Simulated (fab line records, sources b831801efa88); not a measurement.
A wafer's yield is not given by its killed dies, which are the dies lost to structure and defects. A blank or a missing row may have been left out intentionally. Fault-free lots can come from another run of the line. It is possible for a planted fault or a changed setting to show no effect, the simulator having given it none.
fab line records | flow sky130
[record] lots = 6 wafers = 18 lastDay = 51
route steps=708 shown NWELL@63 PAD_OPEN@708
lots that met no fault: from a run of the same line without faults
startH: the number of hours between the record's first day and the start of the first shown wafer of the lot | waitH: time in hours since the lot's previous step | " same as the row above | L1.1+2: a row that stands for several wafers | - value missing, or start not given | * or withheld: withheld | < > ~ a bound
route shown NAME@n: a module of which the file shows steps, and the number in the route of the first | usual: the fault-free wafers' mean and standard deviation | same: alike in all rows | chamber/n: place in a boat | sites: per-site readings | _std_site: the values' standard deviation | _edge_site: the outer-site mean with the inner-site mean subtracted | radiusMm: for every site, how far away it sits from the centre of the wafer | mask NAME#n: copy n | behind: the most recent tool/chamber to have shaped the wafer | hold: what put the lot on hold/how long, in hours/how the hold closed | device: the n, p or np transistor that did not switch | end of line: the tests these same wafers got at the end of their route | a step given without rows: its recipe and nothing more | killed: count of dies lost to structure and defects at first sort (not the wafer's yield) | map: a wafer's dies, marking killed ones x, the rest . and places with no die _
set.NAME: setting as actually run; set.NAME@STEP: the setting as run at that earlier step | model.NAME: the simulator's own value behind a step, which no gauge read
lots seen at some steps along the route; tables by step, rows by wafer
services: the hour from which a tool's chamber was out of use, counted from the record's first day as startH (under 0 if before that day), plus the number of hours and why
[[steps]]
[step SKY_NWELL_OVL_MEAS_10]
[usual] NWELL_00_OVL = 0.4/1.5
// columns lot.wafer tool chamber startH waitH NWELL_00_OVL[nm]
L741.1 overlay-01 - 108.30 - 0.4
L741.2 " - " " 1.0
L741.6 " - " " -0.3
L747.1 overlay-01 - 141.45 - 1.5
L747.3 " - " " 0.3
L747.5 " - " " 0.2
L748.2 overlay-02 - 147.87 - -1.3
L748.3 " - " " -0.4
L748.4 " - " " -0.5
L757.1 overlay-02 - 197.63 - 1.3
L757.4 " - " " 1.1
L757.6 " - " " 1.5
L758.2 overlay-01 - 205.21 - 0.0
L758.4 " - " " -0.2
L758.6 " - " " 0.2
L761.1 overlay-02 - 225.55 - 4.2
L761.2 " - " " 6.2
L761.3 " - " " 3.5
[step SKY_NWELL_IMPLANT_11]
[recipe] species = P energyKev = 400 doseCm2 = 1.9e+13 tiltDeg = withheld
[step SKY_NWELL_IMPLANT_12]
[recipe] species = P energyKev = 120 doseCm2 = 1.3e+12 tiltDeg = withheld
[step SKY_NWELL_IMPLANT_13]
[recipe] species = P energyKev = 50 doseCm2 = 7e+11 tiltDeg = withheld
[step SKY_NWELL_STRIP_14]
[recipe] chemistry = O2/N2 powerW = 1400 pressureMtorr = 1500 platenTempC = withheld o2FlowSccm = 3000 n2FlowSccm = 300 overashFraction = 0.5
[usual] drypumpMotorCurrentA = 5.6/0.38 oesProductAu = 0.722/0.0046 stripTimeToEndpointS = 36.94/0.1
// columns lot.wafer tool chamber startH waitH drypumpMotorCurrentA oesProductAu rfHoursCounterH stripTimeToEndpointS
L741.1 plasmaAsher-01 0 108.79 0.1 5.0 0.726 41 36.85
L741.2 " 1 " " 5.7 0.724 41 36.81
L741.6 " 1 " " 5.7 0.724 - 36.72
L747.1 plasmaAsher-02 0 141.94 0.1 5.7 0.722 2 36.88
L747.3 " 1 " " 6.4 0.725 - 36.76
L747.5 " 0 " " 5.7 0.730 - 36.76
L748.2 plasmaAsher-01 0 148.35 0.1 5.0 0.721 45 36.86
L748.3 " 0 " " 5.0 0.732 - 36.88
L748.4 " 1 " " 5.7 0.723 - 36.94
L757.1 plasmaAsher-03 0 198.12 0.1 5.7 0.722 37 36.91
L757.4 " 1 " " 5.6 0.715 - 36.88
L757.6 " 0 " " 5.7 0.711 - 36.87
L758.2 plasmaAsher-02 0 205.69 0.1 5.7 0.712 8 36.98
L758.4 " 0 " " 5.7 0.724 - 36.99
L758.6 " 0 " " 5.7 0.723 - 37.13
L761.1 plasmaAsher-02 0 226.04 0.1 5.7 0.715 9 36.89
L761.2 " 1 " " 6.3 0.723 9 37.12
L761.3 " 1 " " 6.3 0.718 - 37.02
[step SKY_NWELL_TW_MEAS_15]
[usual] NWELL_TW = 1826/8.6
// columns lot.wafer tool chamber startH waitH NWELL_TW
L741.1 filmMetro-01 - 108.89 0.1 1823
L741.2 " - " " 1828
L741.6 " - " " 1826
L747.1 filmMetro-04 - 142.04 0.1 1831
L747.3 " - " " 1825
L747.5 " - " " 1824
L748.2 filmMetro-02 - 148.46 0.1 1838
L748.3 " - " " 1834
L748.4 " - " " 1848
L757.1 filmMetro-04 - 198.22 0.1 1813
L757.4 " - " " 1818
L757.6 " - " " 1815
L758.2 filmMetro-04 - 205.80 0.1 1817
L758.4 " - " " 1817
L758.6 " - " " 1829
L761.1 filmMetro-01 - 226.14 0.1 1828
L761.2 " - " " 1828
L761.3 " - " " 1835
[step SKY_NWELL_DEHYDRATE_16]
[recipe] tempC = 200 timeS = 60
[step SKY_NWELL_HMDS_17]
[recipe] primeTimeS = 60 primeTempC = 120
[step SKY_NWELL_COAT_18]
[recipe] spinRpm = 2000 resistThkNm = 3000
[step SKY_NWELL_SOFTBAKE_19]
[recipe] tempC = 110 timeS = withheld
[step SKY_NWELL_EXPOSE_20]
[recipe] maskId = NWM_COMPLEMENT na = 0.6 sourceShape = conventional sigmaOuter = 0.6 polarization = unpolarized targetCdNm = 840 doseMj = 260
[step SKY_NWELL_PEB_21]
[recipe] tempC = 115 timeS = withheld
[step SKY_NWELL_DEVELOP_22]
[recipe] wallAngleDeg = 90 developer = TMAH developTimeS = 60 devTempC = 23.54
// columns lot.wafer tool chamber startH waitH model.NWELL.cdNm
L741.1+6 lithoTrack-02 0 127 - 840.2
L741.2 " 0 " " 841.1
L747.1 lithoTrack-04 0 161 - 687.1
L747.3 " 0 " " 690
L747.5 " 0 " " 689.2
L748.2 lithoTrack-04 0 168 - 695.2
L748.3 " 0 " " 694.9
L748.4 " 0 " " 696.1
L757.1 lithoTrack-03 0 221 - 829.8
L757.4 " 0 " " 830.3
L757.6 " 0 " " 831.2
L758.2 lithoTrack-03 0 227 - 840.5
L758.4 " 0 " " 841.6
L758.6 " 0 " " 841
L761.1 lithoTrack-04 0 248 - 838.2
L761.2 " 0 " " 838.7
L761.3 " 0 " " 839.6
[step SKY_NWELL_OVL_MEAS_23]
[usual] NWELL_01_OVL = 0.8/1.4
// columns lot.wafer tool chamber startH waitH NWELL_01_OVL[nm]
L741.1 overlay-02 - 127.98 - 0.3
L741.2 " - " " -0.4
L741.6 " - " " -1.2
L747.1 overlay-02 - 161.50 - 0.9
L747.3 " - " " 1.4
L747.5 " - " " 0.0
L748.2 overlay-02 - 168.54 - 1.5
L748.3 " - " " 1.7
L748.4 " - " " 1.6
L757.1 overlay-01 - 221.40 - 1.1
L757.4 " - " " 0.8
L757.6 " - " " 0.3
L758.2 overlay-01 - 227.81 - -0.4
L758.4 " - " " -0.1
L758.6 " - " " -1.3
L761.1 overlay-02 - 248.90 - 0.2
L761.2 " - " " 0.8
L761.3 " - " " 0.0
[step SKY_PAD_OPEN_PROBE_99]
[usual] killed_at_M0_to_M3 = 43/7.5 killed_at_M4_up = 3.2/1.9 killedAtContacts = 24/5.6 killedAtFrontEnd = 15/4.8 killedAtOther = 0.2/0.54 killedDies = 86/11 killedOnRim = 17/3.6 killedOpen = 47/7.6 killedShort = 39/7.1
[same] grossDies = 492 killedAtBackSide = 0
// columns lot.wafer tool chamber startH waitH killed_at_M0_to_M3 killed_at_M4_up killedAtContacts killedAtFrontEnd killedAtOther killedDies killedOnRim killedOpen killedShort model.etest.pfet_16v.rOnOhmUm model.etest.nfet_16v.rOnOhmUm model.etest.resIsoPwell.widthNm model.etest.resNwell.lineOhmUm model.etest.resNwell.widthNm model.etest.pfet_16v.driveUaUm model.etest.nfet_16v.driveUaUm
L741.1 prober-02 - 1118.55 0.1 46 2 33 13 0 94 18 55 39 1.504e+04 1.4e+04 2650 1133 842.8 245.4 224
L741.2 prober-02 - 1118.60 0.1 47 5 19 14 0 85 17 46 39 1.544e+04 1.419e+04 2636 1128 843.3 241.5 222
L741.6 prober-02 - 1118.80 0.2 39 6 31 17 1 94 18 54 40 1.533e+04 1.408e+04 2645 1124 849.4 241.5 222
L747.1 prober-01 - 1150.65 0.1 45 3 20 20 0 88 16 51 37 1.627e+04 1.332e+04 2511 1092 897 222.2 229.5
L747.3 prober-01 - 1150.75 0.2 55 7 26 12 0 100 21 57 43 1.627e+04 1.335e+04 2510 1083 891.8 221.9 232.3
L747.5 prober-01 - 1150.85 0.2 40 2 30 8 0 80 19 36 44 1.622e+04 1.319e+04 2506 1075 894.3 223.5 230.1
L748.2 prober-02 - 1156.93 0.1 38 4 19 28 0 89 18 54 35 1.671e+04 1.342e+04 2524 1103 892.8 213.8 223.1
L748.3 prober-02 - 1156.98 0.2 45 8 14 20 0 87 20 52 35 1.665e+04 1.333e+04 2528 1086 893.2 214.6 226.3
L748.4 prober-02 - 1157.03 0.2 43 1 26 31 0 101 13 63 38 1.666e+04 1.327e+04 2519 1111 893.2 216.6 232.7
L757.1 prober-01 - 1201.15 0.1 40 4 18 14 0 76 12 46 30 1.535e+04 1.436e+04 2640 1130 838.6 241.8 220.5
L757.4 prober-01 - 1201.30 0.2 29 6 19 17 0 71 17 29 42 1.559e+04 1.45e+04 2651 1156 843.1 235 216.3
L757.6 prober-01 - 1201.40 0.2 38 1 24 26 0 89 22 57 32 1.591e+04 1.449e+04 2628 1152 847 236.4 218.1
L758.2 prober-02 - 1203.82 0.1 48 3 17 22 1 91 16 49 42 1.517e+04 1.422e+04 2638 1099 844.5 246.6 219.2
L758.4 prober-02 - 1203.92 0.2 48 6 25 15 0 94 20 51 43 1.52e+04 1.424e+04 2649 1094 842.9 245.9 218.4
L758.6 prober-02 - 1204.02 0.2 41 1 33 20 0 95 18 52 43 1.514e+04 1.43e+04 2641 1088 846.3 247.4 218.1
L761.1 prober-01 - 1219.38 0.1 42 6 20 12 0 80 13 49 31 1.507e+04 1.404e+04 2644 1072 852 244.5 219.7
L761.2 prober-01 - 1219.43 0.1 32 4 15 8 0 59 11 37 22 1.569e+04 1.402e+04 2637 1143 854.4 241 223.4
L761.3 prober-01 - 1219.48 0.2 39 1 19 13 0 72 13 40 32 1.565e+04 1.412e+04 2650 1135 853.3 239.7 220.5
// killed by level:class
L741.1 CONTACT:geometricParticle:open=15 VIA1:geometricParticle:open=10 VIA2:geometricParticle:open=8 LI_CONTACT:geometricParticle:open=7 CONTACT:geometricParticle:short=7 METAL2:geometricParticle:short=6 METAL1:geometricParticle:short=6 FIELD_ISO:geometricParticle:short=4
L741.2 VIA2:geometricParticle:open=10 CONTACT:geometricParticle:open=8 VIA1:geometricParticle:open=8 VIA1:geometricParticle:short=7 FIELD_ISO:geometricParticle:open=5 METAL2:geometricParticle:short=5 METAL3:geometricParticle:short=5 VIA3:geometricParticle:open=4
L741.6 LI_CONTACT:geometricParticle:open=11 VIA1:geometricParticle:open=9 CONTACT:geometricParticle:open=9 VIA3:geometricParticle:open=7 METAL4:geometricParticle:short=6 FIELD_ISO:geometricParticle:open=4 VIA2:geometricParticle:open=4 CONTACT:geometricParticle:short=4
L747.1 VIA1:geometricParticle:open=11 METAL2:geometricParticle:short=11 LI_CONTACT:geometricParticle:open=8 FIELD_ISO:geometricParticle:open=7 VIA2:geometricParticle:open=7 CONTACT:geometricParticle:open=6 POLY_GATE:geometricParticle:open=4 VIA3:geometricParticle:open=4
L747.3 VIA1:geometricParticle:open=16 CONTACT:geometricParticle:open=10 VIA2:geometricParticle:open=10 VIA3:geometricParticle:open=8 VIA1:geometricParticle:short=6 METAL1:geometricParticle:short=6 METAL3:geometricParticle:short=6 POLY_GATE:geometricParticle:open=5
L747.5 CONTACT:geometricParticle:open=11 CONTACT:geometricParticle:short=8 VIA2:geometricParticle:open=8 METAL2:geometricParticle:short=7 VIA1:geometricParticle:short=7 LI_CONTACT:geometricParticle:open=5 METAL1:geometricParticle:short=5 VIA1:geometricParticle:open=5
L748.2 VIA3:geometricParticle:open=10 FIELD_ISO:geometricParticle:open=9 VIA1:geometricParticle:open=8 LI_CONTACT:geometricParticle:open=7 CONTACT:geometricParticle:open=7 POLY_GATE:geometricParticle:open=6 FIELD_ISO:geometricParticle:short=5 POLY_GATE:geometricParticle:short=5
L748.3 VIA1:geometricParticle:open=13 VIA3:geometricParticle:open=8 LI_CONTACT:geometricParticle:open=6 POLY_GATE:geometricParticle:short=5 CONTACT:geometricParticle:open=5 VIA2:geometricParticle:open=5 METAL2:geometricParticle:short=5 FIELD_ISO:geometricParticle:open=4
L748.4 FIELD_ISO:geometricParticle:open=13 VIA1:geometricParticle:open=12 CONTACT:geometricParticle:open=9 LI_CONTACT:geometricParticle:open=9 FIELD_ISO:geometricParticle:short=5 POLY_GATE:geometricParticle:short=5 POLY_GATE:geometricParticle:open=5 METAL1:geometricParticle:short=5
L757.1 VIA3:geometricParticle:open=10 CONTACT:geometricParticle:open=8 VIA1:geometricParticle:open=8 FIELD_ISO:geometricParticle:open=6 POLY_GATE:geometricParticle:open=5 VIA1:geometricParticle:short=5 LI_CONTACT:geometricParticle:short=4 METAL1:geometricParticle:short=4
L757.4 METAL1:geometricParticle:short=9 FIELD_ISO:geometricParticle:short=8 LI_CONTACT:geometricParticle:open=6 CONTACT:geometricParticle:open=5 VIA3:geometricParticle:open=5 VIA1:geometricParticle:short=5 CONTACT:geometricParticle:short=4 POLY_GATE:geometricParticle:short=3
L757.6 LI_CONTACT:geometricParticle:open=11 VIA2:geometricParticle:open=9 VIA3:geometricParticle:open=9 FIELD_ISO:geometricParticle:short=8 CONTACT:geometricParticle:open=8 POLY_GATE:geometricParticle:open=6 VIA1:geometricParticle:open=6 FIELD_ISO:geometricParticle:open=5
L758.2 VIA1:geometricParticle:short=9 VIA3:geometricParticle:open=9 VIA1:geometricParticle:open=8 FIELD_ISO:geometricParticle:open=6 LI_CONTACT:geometricParticle:open=5 LOCAL_INTERCONNECT:geometricParticle:short=5 VIA2:geometricParticle:open=5 FIELD_ISO:geometricParticle:short=4
L758.4 VIA1:geometricParticle:open=14 CONTACT:geometricParticle:open=12 VIA3:geometricParticle:open=7 LI_CONTACT:geometricParticle:open=6 METAL4:geometricParticle:short=6 FIELD_ISO:geometricParticle:short=5 VIA2:geometricParticle:open=5 POLY_GATE:geometricParticle:short=4
L758.6 VIA1:geometricParticle:open=12 CONTACT:geometricParticle:open=12 VIA2:geometricParticle:open=9 LI_CONTACT:geometricParticle:open=7 POLY_GATE:geometricParticle:short=7 POLY_GATE:geometricParticle:open=6 LI_CONTACT:geometricParticle:short=6 CONTACT:geometricParticle:short=5
L761.1 VIA1:geometricParticle:open=11 FIELD_ISO:geometricParticle:open=6 VIA2:geometricParticle:open=6 LI_CONTACT:geometricParticle:open=6 LOCAL_INTERCONNECT:geometricParticle:short=5 CONTACT:geometricParticle:open=5 METAL2:geometricParticle:short=4 METAL4:geometricParticle:short=4
L761.2 VIA1:geometricParticle:open=11 LI_CONTACT:geometricParticle:open=7 VIA2:geometricParticle:open=5 VIA3:geometricParticle:open=5 FIELD_ISO:geometricParticle:short=3 FIELD_ISO:geometricParticle:open=3 LOCAL_INTERCONNECT:geometricParticle:short=3 CONTACT:geometricParticle:open=3
L761.3 VIA1:geometricParticle:open=11 CONTACT:geometricParticle:open=7 METAL1:geometricParticle:short=5 VIA2:geometricParticle:open=5 METAL2:geometricParticle:short=5 POLY_GATE:geometricParticle:short=4 LI_CONTACT:geometricParticle:open=4 POLY_GATE:geometricParticle:open=3
[[services]]
// columns tool chamber startH hours kind
plasmaAsher-03 - 89.54 1.5 repair
plasmaAsher-02 - 108.80 9.0 pm
plasmaAsher-02 0 108.80 9.0 ventCycle
plasmaAsher-02 1 108.80 9.0 ventCycle
plasmaAsher-02 0 117.80 - clean
plasmaAsher-02 1 117.80 - clean
plasmaAsher-02 - 182.09 9.5 repair
plasmaAsher-01 - 247.29 0.4 repair
[[key]]
firstSign none at tools or gauges
[modelEffect] step = SKY_NWELL_DEVELOP_22 value = NWELL.cdNm without = 834.4 struck = 692.1
[modelEffect] step = SKY_PAD_OPEN_PROBE_99 value = etest.pfet_16v.rOnOhmUm without = 1.52e+04 struck = 1.646e+04
metAt SKY_NWELL_DEVELOP_22
struckWafers L747.1,L747.3,L747.5,L748.2,L748.3,L748.4
testerLeftOut L747,L748
[fault] kind = processParameterDrift tool = lithoTrack-04 chamber = - onsetH = 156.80 steps = SKY_NWELL_DEVELOP_22 channel = developTimeS offset = * shape = step endH = 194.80 actsIn = * stated = *
// testerLeftOut: of these lots the tester's yield and bins aren't shown, on N5 and GAA mostly nor the transistor test; their killed dies are dies lost to structure and defects alone, not to doping, threshold or leakage, so they don't give the yield
